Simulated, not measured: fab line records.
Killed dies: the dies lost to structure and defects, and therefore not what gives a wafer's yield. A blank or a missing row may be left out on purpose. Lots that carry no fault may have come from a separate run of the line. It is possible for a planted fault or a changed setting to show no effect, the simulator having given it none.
Struck lot and sound lot, side by side + flow sky130 + 15 steps out of a route of 708
Sound: these wafers, L757.1, L757.3, L757.4. The struck wafers were L745.3, L745.5, L745.6. The cause comes at the end.
For every step that has rows: the tool of each side, followed by ch and its chambers, followed by its first start. Under that, the readings that differ: sound wafers + struck wafers + difference of the means + sigmas: that difference in standard deviations of wafers without a fault.
alike: a reading whose means differ by less than 2 such deviations, as well as words and numbers matching on both sides. not compared: withheld readings; readings where some wafer has no value; bounds like >300 that might hide an equal value; numbers whose values overlap and for which the record gives no deviation.
A row with sigmas, a row that says differs or no value, or rows on one side alone: a step with any of these is where the two part. Numbers that don't overlap but have no deviation are shown without sigmas and don't part them. A reading that every wafer of one side lacks parts them only if that side has two wafers or more.

first, 3 steps without rows for these wafers: SKY_PASSIVATION_EXPOSE_08 (exposes mask NSM, target cd 3000 nm); SKY_PASSIVATION_PEB_09; SKY_PASSIVATION_DEVELOP_10 (develop time 60 s).
SKY_PASSIVATION_ETCH_11: etches the open film in CF4/O2, stops on AlCu, target depth 725 nm, time 161.1 s.
  sound on rieDiel-03 ch 1,2,3, day 48 16:49; struck on rieDiel-03 ch 0,3, day 45 15:28
  alike: O2_flow_sccm, biasW, drypumpMotorCurrentA, oesProductAu, throttleValvePct
  not compared: rfHoursCounterH
SKY_PASSIVATION_STRIP_12: strips in O2/N2.
  sound on plasmaAsher-03 ch 0,1, day 48 16:56; struck on plasmaAsher-04 ch 0,1, day 45 15:36
  alike: drypumpMotorCurrentA, oesProductAu, stripTimeToEndpointS
  not compared: rfHoursCounterH
then, 7 steps without rows for these wafers: SKY_PAD_OPEN_DEHYDRATE_00 (time 60 s); SKY_PAD_OPEN_HMDS_01 (prime time 60 s); SKY_PAD_OPEN_COAT_02 (resist thk 3000 nm); SKY_PAD_OPEN_SOFTBAKE_03; SKY_PAD_OPEN_EXPOSE_04 (exposes mask PDM, target cd 60000 nm); SKY_PAD_OPEN_PEB_05; SKY_PAD_OPEN_DEVELOP_06 (develop time 60 s).
SKY_PAD_OPEN_ETCH_07: etches the open film in CF4/O2, stops on AlCu, target depth 725 nm, time 161.1 s.
  sound on rieDiel-01 ch 1,3, day 49 09:58; struck on rieDiel-01 ch 1,2,3, day 46 11:43
  no value came back on the struck wafers for any of 5 readings (O2_flow_sccm (sccm), biasW (W) and others); on the sound wafers O2_flow_sccm (sccm) reads 9.985 9.948 10.019
  not compared: rfHoursCounterH
SKY_PAD_OPEN_STRIP_08: strips in O2/N2.
  sound on plasmaAsher-03 ch 0,1, day 49 10:04; struck on plasmaAsher-02 ch 0,1, day 46 11:51
  alike: drypumpMotorCurrentA, oesProductAu, stripTimeToEndpointS
  not compared: rfHoursCounterH
SKY_PAD_OPEN_PROBE_99:
  sound on prober-01 at day 49 12:17; struck on prober-02 at day 46 14:20
| reading                               | sound             | struck           | difference | sigmas      |
|---------------------------------------|-------------------|------------------|------------|-------------|
| defectLimitedYield (%)                | 82.3 82.7 84.8    | 0 0 0            | -83        | -42         |
| killedAtOther                         | 0 1 0             | 418 420 429      | +422       | +99 or more |
| killedDies                            | 87 85 75          | 492 492 492      | +410       | +42         |
| killedOnRim                           | 14 19 18          | 96 96 96         | +79        | +22         |
| sort_bin_5_function (%)               | 10.0 10.0 8.5     | 94.3 93.7 96.3   | +85.3      | +57         |
| sortNPass                             | 405 407 417       | 0 0 0            | -410       | -42         |
| sortYieldPct (%)                      | 82.3 82.7 84.8    | 0 0 0            | -83        | -42         |
| model.etest.tester.sortNPass          | 405 407 417       | 0 0 0            | -410       |             |
| model.etest.tester.sort_bin_5_pct (%) | 9.959 9.959 8.537 | 94.31 93.7 96.34 | +85.30     |             |
| model.etest.tester.sortYieldPct (%)   | 82.32 82.72 84.76 | 0 0 0            | -83        |             |
| model.etest.liconPdiff.open           | 0 0 0             | 1 1 1            | +1         |             |
| model.etest.sonosUncharged.open       | 0 0 0             | 1 1 1            | +1         |             |
| model.etest.nfetG5v0d10v5.underFloor  | 0 0 0             | 1 1 1            | +1         |             |
| model.etest.nfetG5v0d10v5.open        | 0 0 0             | 1 1 1            | +1         |             |
| model.etest.resLi.open                | 0 0 0             | 1 1 1            | +1         |             |
  alike: killed_at_M0_to_M3, killed_at_M4_up, killedAtContacts, killedAtFrontEnd, killedOpen, killedShort, sort_bin_3_pad_short, sort_bin_6_memory

== WHERE THEY PART ==
Last at SKY_PAD_OPEN_PROBE_99 as far as this record goes, first at SKY_PAD_OPEN_ETCH_07.

WHY: what the simulator had put in
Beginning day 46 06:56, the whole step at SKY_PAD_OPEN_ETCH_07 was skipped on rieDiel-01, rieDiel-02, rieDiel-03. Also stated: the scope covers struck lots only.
